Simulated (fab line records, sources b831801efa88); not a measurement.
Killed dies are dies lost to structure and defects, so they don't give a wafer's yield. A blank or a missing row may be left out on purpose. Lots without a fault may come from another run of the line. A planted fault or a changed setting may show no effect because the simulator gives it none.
fab line records | flow sfq_line
record lots=6 wafers=18 last_day=75
route steps=325 shown M7@285 I7@296 M8@311
lots that met no fault: from a run of the same line without faults
start_h: hours from the record's first day to the start of the lot's first wafer shown | wait_h: hours since the lot's step before | " the same as in the row above | L1.1+2: a row that stands for several wafers | - no value, or no start given | * or withheld: withheld | < > ~ a bound
route shown NAME@n: a module of which the file shows steps, and the number in the route of the first | usual: mean/standard deviation of fault-free wafers | same: alike in all rows | chamber/n: place in a boat | sites: the reading at each site | _std_site: their standard deviation | _edge_site: outer sites' mean less inner sites' | radius_mm: how far each site lies from the wafer's centre | mask NAME#n: copy n | behind: the tool/chamber that last shaped the wafer | hold: why the lot was held/for how many hours/how that ended | device: the transistor (n, p or np) that didn't switch | end of line: the same wafers' tests at the end of the route | a step without rows: its recipe alone | killed: dies lost to structure and defects at the first sort, not the wafer's yield | map: a wafer's dies, x killed, . not, _ none there
set.NAME: the setting as run; set.NAME@STEP: as run at that earlier step | model.NAME: the simulator's own value behind a step, which no gauge read
lots at some steps of the route; a table a step, a row a wafer
services: from which hour (start_h, from the record's first day; less than 0 if before it) a tool's chamber was out of use, for how many hours, and why
## steps
# step SFQ_TRILAYER_M7_LITHO_COAT_182
# recipe resist=BARC spin_rpm=3000 resist_thk_nm=62
# step SFQ_TRILAYER_M7_LITHO_COAT_177
# recipe resist=KrF spin_rpm=3000 resist_thk_nm=600
# step SFQ_TRILAYER_M7_LITHO_SOFTBAKE_181
# recipe temp_c=withheld time_s=withheld resist=KrF
# step SFQ_TRILAYER_M7_LITHO_EXPOSE_178
# recipe mask_id=M7 na=0.6 source_shape=conventional sigma_outer=0.65 target_cd_nm=500 dose_mj=14.4
# step SFQ_TRILAYER_M7_LITHO_PEB_180
# recipe peb_temp_c=115 peb_time_s=60 resist=KrF
# step SFQ_TRILAYER_M7_LITHO_DEVELOP_179
# recipe time_s=60 resist=KrF
# step SFQ_M7_OVL_MEAS_945
# usual M7_OVL=-6/5.2
# columns lot.wafer tool chamber start_h wait_h M7_OVL[nm]
L767.1 overlay-02 - 1560.82 0.1 -17
L767.4 " - " " -7
L767.6 " - " " -6
L773.4 overlay-01 - 1583.57 0.1 -9
L773.5 " - " " -4
L773.6 " - " " -6
L776.2 overlay-02 - 1587.28 0.1 0
L776.3 " - " " -8
L776.5 " - " " -2
L778.2 overlay-02 - 1589.68 0.1 -11
L778.4 " - " " -9
L778.6 " - " " -9
L783.2 overlay-01 - 1709.25 0.1 6
L783.3 " - " " -1
L783.6 " - " " 5
L784.4 overlay-02 - 1718.73 0.1 -6
L784.5 " - " " -3
L784.6 " - " " -1
# step SFQ_TRILAYER_M7_BARC_OPEN_METAL_ETCH_229
# recipe mask_material=PR chemistry=O2 target_depth_nm=125 target=BARC icp_w=600 bias_w=80 pressure_mtorr=10 time_s=41.7
# usual drypump_motor_current_A=5.88/0.29 oes_product_au=0.685/0.0048
# columns lot.wafer tool chamber start_h wait_h drypump_motor_current_A oes_product_au rf_hours_counter_h
L767.1 rie_metal-02 0 1560.86 0.0 5.60 0.681 59
L767.4 " 1 " " 6.26 0.677 -
L767.6 " 1 " " 6.25 0.683 -
L773.4 rie_metal-04 0 1583.60 0.0 6.40 0.677 -
L773.5 " 1 " " 5.44 0.690 -
L773.6 " 0 " " 6.45 0.685 -
L776.2 rie_metal-01 0 1587.31 0.0 5.75 0.690 108
L776.3 " 0 " " 5.73 0.684 -
L776.5 " 1 " " 5.86 0.686 -
L778.2 rie_metal-01 0 1589.71 0.0 5.76 0.690 109
L778.4 " 0 " " 5.77 0.688 -
L778.6 " 0 " " 5.76 0.687 -
L783.2 rie_metal-04 0 1709.28 0.0 6.39 0.675 63
L783.3 " 0 " " 6.40 0.673 -
L783.6 " 1 " " 5.42 0.693 -
L784.4 rie_metal-02 0 1718.76 0.0 5.62 0.684 -
L784.5 " 0 " " 5.64 0.688 -
L784.6 " 1 " " 6.24 0.687 -
# step SFQ_TRILAYER_M7_ETCH_METAL_ETCH_180
# recipe target=Nb stop_on=SiO2 mask_material=PR chemistry=Cl2/Ar target_depth_nm=240 icp_w=600 bias_w=80 pressure_mtorr=10 time_s=120
# usual drypump_motor_current_A=5.88/0.29 oes_product_au=0.895/0.0071
# columns lot.wafer tool chamber start_h wait_h drypump_motor_current_A oes_product_au rf_hours_counter_h
L767.1 rie_metal-02 0 1560.92 0.0 5.62 0.892 59
L767.4 " 1 " " 6.19 0.882 -
L767.6 " 1 " " 6.22 0.893 -
L773.4 rie_metal-04 0 1583.69 0.1 6.41 0.896 -
L773.5 " 1 " " 5.43 0.891 -
L773.6 " 0 " " 6.44 0.895 -
L776.2 rie_metal-01 0 1587.37 0.0 5.77 0.891 108
L776.3 " 0 " " 5.76 0.883 -
L776.5 " 1 " " 5.83 0.899 -
L778.2 rie_metal-01 0 1589.77 0.0 5.76 0.888 109
L778.4 " 0 " " 5.76 0.905 -
L778.6 " 0 " " 5.77 0.904 -
L783.2 rie_metal-04 0 1709.34 0.0 6.38 0.904 63
L783.3 " 0 " " 6.39 0.897 -
L783.6 " 1 " " 5.44 0.889 -
L784.4 rie_metal-02 0 1718.85 0.1 5.61 0.897 -
L784.5 " 0 " " 5.62 0.908 -
L784.6 " 1 " " 6.21 0.893 -
# step SFQ_TRILAYER_M7_STRIP_STRIP_181
# recipe gas=O2 power_w=200 platen_temp_c=40 overash_fraction=0.65 chemistry=O2 pressure_mtorr=50
# step SFQ_TRILAYER_M7_STRIP_SOLV_CLEAN_182
# recipe chemistry=NMP temp_c=70 time_s=600
# step SFQ_TRILAYER_I7_DEP_PECVD_183
# recipe material=SiO2 temp_c=150 time_s=111.11 pressure_torr=2.4 rf_w=183.3 precursor=SiH4/N2O target_thk_nm=500
# usual heater_power_w=79/9.9 throttle_valve_pct=24.5/1.4
# columns lot.wafer tool chamber start_h wait_h heater_power_w throttle_valve_pct
L767.1 pecvd-03 1 1561.82 0.0 77 26.8
L767.4 " 2 " " 103 25.0
L767.6 " 1 " " 77 26.6
L773.4 pecvd-01 0 1584.76 0.0 77 26.6
L773.5 " 2 " " 74 25.4
L773.6 " 1 " " 65 24.8
L776.2 pecvd-01 1 1588.27 0.0 79 24.3
L776.3 " 0 " " 82 26.4
L776.5 " 2 " " 77 25.5
L778.2 pecvd-03 1 1590.67 0.0 67 26.8
L778.4 " 0 " " 94 23.8
L778.6 " 1 " " 72 26.9
L783.2 pecvd-03 1 1710.24 0.0 77 22.3
L783.3 " 2 " " 101 23.5
L783.6 " 1 " " 78 22.4
L784.4 pecvd-04 1 1719.74 0.0 71 24.9
L784.5 " 2 " " 66 23.0
L784.6 " 0 " " 76 23.8
# step SFQ_TRILAYER_I7_CMP_CMP_184
# recipe material=SiO2 down_force_psi=3 platen_rpm=60 pad_velocity_m_s=0.94248
# usual motor_current_A=10.5/0.98 time_to_endpoint_s=221/6.6
# columns lot.wafer tool chamber start_h wait_h motor_current_A time_to_endpoint_s model.SiO2_of_TRILAYER_I7_DEP_PECVD_183.thk_nm
L767.4 cmp-01 2 1562.40 0.5 9.2 230 201.5
L767.1 " 3 " " 12.5 223 202.3
L767.6 " 1 1563.90 2.0 9.9 228 200.8
L773.4 cmp-01 2 1585.80 1.0 9.1 216 200.4
L773.5 " 0 1586.80 2.0 11.3 227 199.4
L773.6 " 1 " " 9.9 227 199.9
L776.3 cmp-01 2 1590.80 2.5 9.0 208 200.1
L776.2 " 0 1591.80 3.5 11.0 277 304.7
L776.5 " 3 1593.30 5.0 12.7 220 199.5
L778.4 cmp-01 3 1597.80 7.0 12.1 226 201.4
L778.2 " 0 " " 11.1 274 304.2
L778.6 " 1 " " 9.7 225 201.2
L783.2 cmp-02 1 1711.60 1.3 10.3 219 199.2
L783.3 " 2 " " 10.6 223 200.2
L783.6 " 1 1713.60 3.3 10.4 209 200.6
L784.4 cmp-02 0 1723.60 3.8 10.8 235 200.1
L784.5 " 0 1725.60 5.8 11.2 229 199.5
L784.6 " 1 " " 9.9 227 200.1
# step SFQ_I7_BOW_MEAS_946
# recipe mode=bow
# usual I7_BOW=8/9.8
# columns lot.wafer tool chamber start_h wait_h I7_BOW[um]
L767.1 film_metro-03 - 1564.90 1.5 -3
L767.4 " - " " 3
L767.6 " - " " 0
L773.4 film_metro-01 - 1587.86 1.6 5
L773.5 " - " " 3
L773.6 " - " " 1
L776.2 film_metro-03 - 1593.82 1.5 -15
L776.3 " - " " -16
L776.5 " - " " -18
L778.2 film_metro-02 - 1599.82 1.0 22
L778.4 " - " " 17
L778.6 " - " " 16
L783.2 film_metro-02 - 1714.62 2.5 15
L783.3 " - " " 9
L783.6 " - " " 14
L784.4 film_metro-01 - 1726.66 2.6 -6
L784.5 " - " " 10
L784.6 " - " " 2
# step SFQ_TRILAYER_I7_METRO_MEASURE_185
# usual thk_nm=200.4/0.85
# columns lot.wafer tool chamber start_h wait_h thk_nm
L767.1 film_metro-03 - 1565.02 0.1 202.3
L767.4 " - " " 201.4
L767.6 " - " " 200.8
L773.4 film_metro-01 - 1588.52 0.6 200.4
L773.5 " - " " 199.5
L773.6 " - " " 199.6
L776.2 film_metro-03 - 1594.12 0.3 304.8
L776.3 " - " " 200.0
L776.5 " - " " 199.4
L778.2 film_metro-02 - 1600.12 0.3 303.9
L778.4 " - " " 201.3
L778.6 " - " " 201.3
L783.2 film_metro-02 - 1714.92 0.3 199.1
L783.3 " - " " 200.2
L783.6 " - " " 200.5
L784.4 film_metro-01 - 1727.32 0.6 200.3
L784.5 " - " " 199.5
L784.6 " - " " 200.2
# step SFQ_TRILAYER_I7_VIA_LITHO_COAT_192
# recipe resist=BARC spin_rpm=3000 resist_thk_nm=62
# step SFQ_TRILAYER_I7_VIA_LITHO_COAT_187
# recipe resist=KrF spin_rpm=3000 resist_thk_nm=650
# step SFQ_TRILAYER_I7_VIA_LITHO_SOFTBAKE_191
# recipe temp_c=withheld time_s=withheld resist=KrF
# step SFQ_TRILAYER_I7_VIA_LITHO_EXPOSE_188
# recipe mask_id=I7 na=0.6 source_shape=conventional sigma_outer=0.65 target_cd_nm=1000 dose_mj=21.3
# step SFQ_TRILAYER_I7_VIA_LITHO_PEB_190
# recipe peb_temp_c=115 peb_time_s=60 resist=KrF
# step SFQ_TRILAYER_I7_VIA_LITHO_DEVELOP_189
# recipe time_s=60 resist=KrF
# step SFQ_I7_OVL_MEAS_947
# usual I7_OVL=2/4.7
# columns lot.wafer tool chamber start_h wait_h I7_OVL[nm]
L767.1 overlay-01 - 1669.46 0.1 1
L767.4 " - " " -2
L767.6 " - " " 3
L773.4 overlay-01 - 1679.08 0.1 -7
L773.5 " - " " -1
L773.6 " - " " -5
L776.2 overlay-01 - 1683.87 0.1 -1
L776.3 " - " " 0
L776.5 " - " " -3
L778.2 overlay-01 - 1688.67 0.1 -3
L778.4 " - " " -6
L778.6 " - " " -5
L783.2 overlay-02 - 1758.25 0.1 5
L783.3 " - " " 3
L783.6 " - " " 2
L784.4 overlay-02 - 1759.62 0.1 4
L784.5 " - " " -2
L784.6 " - " " 0
# step SFQ_TRILAYER_I7_VIA_BARC_OPEN_VIA_ETCH_260
# recipe mask_material=PR chemistry=O2 target_depth_nm=125 target=BARC source_w=500 bias_w=80 pressure_mtorr=30 time_s=41.7
# usual drypump_motor_current_A=5.5/0.37 oes_product_au=0.685/0.0048
# columns lot.wafer tool chamber start_h wait_h drypump_motor_current_A oes_product_au rf_hours_counter_h
L767.1 rie_diel-04 0 1669.50 0.0 5.0 0.693 2
L767.4 " 2 " " 5.3 0.688 12
L767.6 " 2 " " 5.3 0.687 -
L773.4 rie_diel-04 1 1679.10 0.0 5.8 0.682 18
L773.5 " 2 " " 5.4 0.686 -
L773.6 " 1 " " 5.8 0.687 -
L776.2 rie_diel-04 3 1683.90 0.0 4.9 0.694 18
L776.3 " 1 " " 5.7 0.680 19
L776.5 " 3 " " 4.9 0.686 -
L778.2 rie_diel-01 0 1688.70 0.0 5.2 0.685 15
L778.4 " 3 " " 5.4 0.687 1
L778.6 " 2 " " 5.6 0.684 -
L783.2 rie_diel-02 1 1758.28 0.0 5.1 0.680 4
L783.3 " 3 " " 6.0 0.686 3
L783.6 " 1 " " 5.1 0.684 -
L784.4 rie_diel-04 1 1759.63 0.0 5.8 0.694 19
L784.5 " 1 " " 5.8 0.682 -
L784.6 " 0 " " 5.0 0.680 -
# step SFQ_TRILAYER_I7_VIA_ETCH_VIA_ETCH_190
# recipe target=SiO2 stop_on=Nb mask_material=PR taper_deg=20 chemistry=CHF3 target_depth_nm=260 source_w=500 bias_w=80 pressure_mtorr=30 time_s=withheld
# usual drypump_motor_current_A=5.5/0.37 oes_product_au=0.856/0.0057
# columns lot.wafer tool chamber start_h wait_h drypump_motor_current_A oes_product_au model.etch.depth_nm model.I7.feature_depth_nm
L767.1 rie_diel-04 0 1669.54 0.0 5.0 0.870 202.3 202.3
L767.4 " 2 " " 5.4 0.859 201.5 201.5
L767.6 " 2 " " 5.3 0.865 200.8 200.8
L773.4 rie_diel-04 1 1679.14 0.0 5.8 0.847 200.4 200.4
L773.5 " 2 " " 5.4 0.849 199.4 199.4
L773.6 " 1 " " 5.8 0.857 199.9 199.9
L776.2 rie_diel-04 3 1683.94 0.0 4.9 1.008 261.2 261.2
L776.3 " 1 " " 5.8 0.850 200.1 200.1
L776.5 " 3 " " 4.9 0.854 199.5 199.5
L778.2 rie_diel-01 0 1688.74 0.0 5.2 0.989 250.9 250.9
L778.4 " 3 " " 5.4 0.861 201.4 201.4
L778.6 " 2 " " 5.7 0.851 201.2 201.2
L783.2 rie_diel-02 1 1758.32 0.0 5.1 0.849 199.2 199.2
L783.3 " 3 " " 6.0 0.845 200.2 200.2
L783.6 " 1 " " 5.2 0.857 200.6 200.6
L784.4 rie_diel-04 1 1759.67 0.0 5.8 0.863 200.1 200.1
L784.5 " 1 " " 5.8 0.857 199.5 199.5
L784.6 " 0 " " 5.0 0.858 200.1 200.1
# step SFQ_TRILAYER_I7_VIA_STRIP_STRIP_191
# recipe gas=O2 power_w=200 platen_temp_c=40 overash_fraction=0.65 chemistry=O2 pressure_mtorr=50
# usual drypump_motor_current_A=5.91/0.26 oes_product_au=0.999/0.0095
# same overash_fraction=0.65
# columns lot.wafer tool chamber start_h wait_h drypump_motor_current_A oes_product_au rf_hours_counter_h
L767.1 rie_metal-03 1 1669.65 - 5.96 0.995 24
L767.4 " 0 " " 5.81 0.993 -
L767.6 " 1 " " 5.94 0.995 -
L773.4 rie_metal-03 1 1679.45 - 5.95 1.002 -
L773.5 " 0 " " 5.87 1.012 -
L773.6 " 1 " " 5.94 1.000 -
L776.2 rie_metal-02 1 1684.05 - 6.23 0.993 51
L776.3 " 0 " " 5.61 0.989 -
L776.5 " 1 " " 6.22 0.988 -
L778.2 rie_metal-03 0 1688.85 - 5.83 1.006 139
L778.4 " 1 " " 5.95 1.001 -
L778.6 " 1 " " 5.96 0.995 -
L783.2 rie_metal-02 1 1758.43 - 6.20 0.985 68
L783.3 " 1 " " 6.25 0.989 -
L783.6 " 0 " " 5.60 1.002 -
L784.4 rie_metal-03 0 1759.99 - 5.85 1.012 -
L784.5 " 1 " " 5.96 1.013 -
L784.6 " 0 " " 5.88 1.012 -
# step SFQ_TRILAYER_I7_VIA_STRIP_SOLV_CLEAN_192
# recipe chemistry=NMP temp_c=70 time_s=600
# step SFQ_TRILAYER_M8_LITHO_LOR_COAT_197
# recipe resist=lift-off spin_rpm=3000
# step SFQ_TRILAYER_M8_LITHO_LOR_BAKE_198
# recipe resist=lift-off temp_c=withheld time_s=withheld
# step SFQ_TRILAYER_M8_LITHO_COAT_193
# recipe resist=KrF spin_rpm=3000 resist_thk_nm=600
# step SFQ_TRILAYER_M8_LITHO_SOFTBAKE_199
# recipe temp_c=withheld time_s=withheld resist=KrF
# step SFQ_TRILAYER_M8_LITHO_EXPOSE_194
# recipe mask_id=M8 na=0.6 source_shape=conventional sigma_outer=0.65 target_cd_nm=2000 dose_mj=14.4
# step SFQ_TRILAYER_M8_LITHO_PEB_196
# recipe peb_temp_c=115 peb_time_s=60 resist=KrF
# step SFQ_TRILAYER_M8_LITHO_DEVELOP_195
# recipe img_clear_s=15 time_s=55 resist=KrF
# step SFQ_M8_OVL_MEAS_948
# usual M8_OVL=0/5.1
# columns lot.wafer tool chamber start_h wait_h M8_OVL[nm]
L767.1 overlay-02 - 1727.10 0.1 -2
L767.4 " - " " -3
L767.6 " - " " 0
L773.4 overlay-02 - 1736.72 0.1 7
L773.5 " - " " 3
L773.6 " - " " 5
L776.2 overlay-02 - 1746.10 0.1 -3
L776.3 " - " " 1
L776.5 " - " " -2
L778.2 overlay-01 - 1750.90 0.1 -3
L778.4 " - " " -7
L778.6 " - " " -7
L783.2 overlay-01 - 1807.12 0.1 2
L783.3 " - " " -3
L783.6 " - " " 1
L784.4 overlay-02 - 1808.34 0.1 -3
L784.5 " - " " -6
L784.6 " - " " -7
# step SFQ_TRILAYER_M8_DEP_EVAP_197
# recipe material=Ti angular_spread_deg=1 target_thk_nm=20 time_s=100 power_w=2000
# step SFQ_TRILAYER_M8_DEP_EVAP_198
# recipe material=Pt angular_spread_deg=1 target_thk_nm=50 time_s=250 power_w=2000
# step SFQ_TRILAYER_M8_DEP_EVAP_196
# recipe material=Au angular_spread_deg=1 target_thk_nm=180 time_s=900 power_w=2000
# step SFQ_M8_RS_MEAS_949
# recipe thk_meas_gauge=four-point-probe reads=Au_of_TRILAYER_M8_DEP_EVAP_196+Pt_of_TRILAYER_M8_DEP_EVAP_198+Ti_of_TRILAYER_M8_DEP_EVAP_197
# usual M8_AU_RS=0.1539/0.0018
# columns lot.wafer tool chamber start_h wait_h M8_AU_RS[ohm/sq]
L767.1 film_metro-03 - 1727.88 0.3 0.1534
L767.4 " - " " 0.1531
L767.6 " - " " 0.1527
L773.4 film_metro-04 - 1737.54 0.3 0.1549
L773.5 " - " " 0.1550
L773.6 " - " " 0.1555
L776.2 film_metro-03 - 1746.89 0.3 0.1558
L776.3 " - " " 0.1527
L776.5 " - " " 0.1524
L778.2 film_metro-04 - 1751.69 0.3 0.1531
L778.4 " - " " 0.1546
L778.6 " - " " 0.1541
L783.2 film_metro-03 - 1807.92 0.3 0.1527
L783.3 " - " " 0.1554
L783.6 " - " " 0.1556
L784.4 film_metro-03 - 1809.16 0.3 0.1530
L784.5 " - " " 0.1536
L784.6 " - " " 0.1555
# step SFQ_M8_THK_MEAS_950
# recipe thk_meas_gauge=xrf reads=Au_of_TRILAYER_M8_DEP_EVAP_196
# usual M8_AU_THK=183.5/2.2
# columns lot.wafer tool chamber start_h wait_h M8_AU_THK[nm]
L767.1 film_metro-03 - 1728.00 0.1 184.3
L767.4 " - " " 185.1
L767.6 " - " " 186.0
L773.4 film_metro-04 - 1737.63 0.1 182.2
L773.5 " - " " 183.4
L773.6 " - " " 182.8
L776.2 film_metro-03 - 1747.00 0.1 181.1
L776.3 " - " " 185.4
L776.5 " - " " 186.3
L778.2 film_metro-04 - 1751.80 0.1 184.3
L778.4 " - " " 183.9
L778.6 " - " " 183.2
L783.2 film_metro-03 - 1808.03 0.1 184.4
L783.3 " - " " 180.8
L783.6 " - " " 180.7
L784.4 film_metro-03 - 1809.25 0.1 183.6
L784.5 " - " " 183.9
L784.6 " - " " 180.8
# step SFQ_TRILAYER_M8_LIFTOFF_LIFTOFF_197
# recipe temp_c=80 time_s=600 chemistry=NMP
# step SFQ_M8_BOW_MEAS_951
# recipe mode=bow
# usual M8_BOW=9/9.8
# columns lot.wafer tool chamber start_h wait_h M8_BOW[um] model.etest.i7.link_ohm
L767.1 film_metro-02 - 1728.24 0.0 -1 1.058
L767.4 " - " " 5 1.059
L767.6 " - " " 1 1.047
L773.4 film_metro-02 - 1737.90 0.1 6 1.051
L773.5 " - " " 5 1.064
L773.6 " - " " 3 1.052
L776.2 film_metro-04 - 1747.24 0.0 -14 1e+06
L776.3 " - " " -15 1.058
L776.5 " - " " -16 1.053
L778.2 film_metro-02 - 1752.04 0.0 23 1e+06
L778.4 " - " " 18 1.046
L778.6 " - " " 19 1.038
L783.2 film_metro-04 - 1808.27 0.0 18 1.043
L783.3 " - " " 11 1.052
L783.6 " - " " 16 1.051
L784.4 film_metro-04 - 1809.51 0.1 -4 1.039
L784.5 " - " " 12 1.045
L784.6 " - " " 4 1.057
## services
# columns tool chamber start_h hours kind
cmp-02 - 1544.44 0.8 repair
rie_diel-04 3 1546.60 3.1 repair
rie_metal-04 0 1563.34 6.5 repair
film_metro-02 - 1563.98 1.3 pm
cmp-02 - 1564.40 1.0 repair
pecvd-01 - 1565.34 1.0 repair
film_metro-01 - 1568.44 4.3 repair
rie_metal-03 - 1583.34 2.8 pm
film_metro-01 - 1586.17 0.8 pm
rie_metal-03 0 1587.92 15.9 repair
rie_diel-02 - 1588.03 2.0 repair
pecvd-01 - 1589.33 6.0 pm
film_metro-01 - 1599.17 0.2 pm
cmp-02 - 1601.42 4.0 pm
rie_metal-02 1 1604.73 2.6 repair
film_metro-01 - 1618.80 3.6 pm
rie_metal-02 0 1622.97 2.0 repair
pecvd-03 - 1637.98 5.5 pm
rie_diel-04 3 1657.84 1.7 repair
rie_metal-01 - 1665.50 0.8 repair
pecvd-03 - 1686.25 14.0 pm
rie_metal-01 - 1705.08 39.8 repair
cmp-01 - 1735.29 1.3 repair
cmp-01 - 1750.60 3.4 repair
## key
first_sign step=SFQ_TRILAYER_I7_CMP_CMP_184 reading=time_to_endpoint_s direction=up sigmas=8.4 usual=* struck=*
effect step=SFQ_TRILAYER_I7_METRO_MEASURE_185 reading=thk_nm direction=up sigmas=99+ usual=200.4 struck=304.4
effect step=SFQ_TRILAYER_I7_VIA_ETCH_VIA_ETCH_190 reading=oes_product_au direction=up sigmas=25 usual=0.856 struck=0.998
model_effect step=SFQ_TRILAYER_I7_CMP_CMP_184 value=SiO2_of_TRILAYER_I7_DEP_PECVD_183.thk_nm without=200.8 struck=304.5
model_effect step=SFQ_TRILAYER_I7_VIA_ETCH_VIA_ETCH_190 value=etch.depth_nm without=200.8 struck=256.1
model_effect step=SFQ_M8_BOW_MEAS_951 value=etest.i7.link_ohm without=1.061 struck=1e+06
met_at SFQ_TRILAYER_I7_CMP_CMP_184
struck_wafers L776.2,L778.2
onset_between 1585.80 1590.80
fault kind=process_parameter_drift tool=cmp-01 chamber=0 onset_h=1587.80 steps=SFQ_TRILAYER_I7_CMP_CMP_184 channel=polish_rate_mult offset=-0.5 shape=step end_h=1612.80
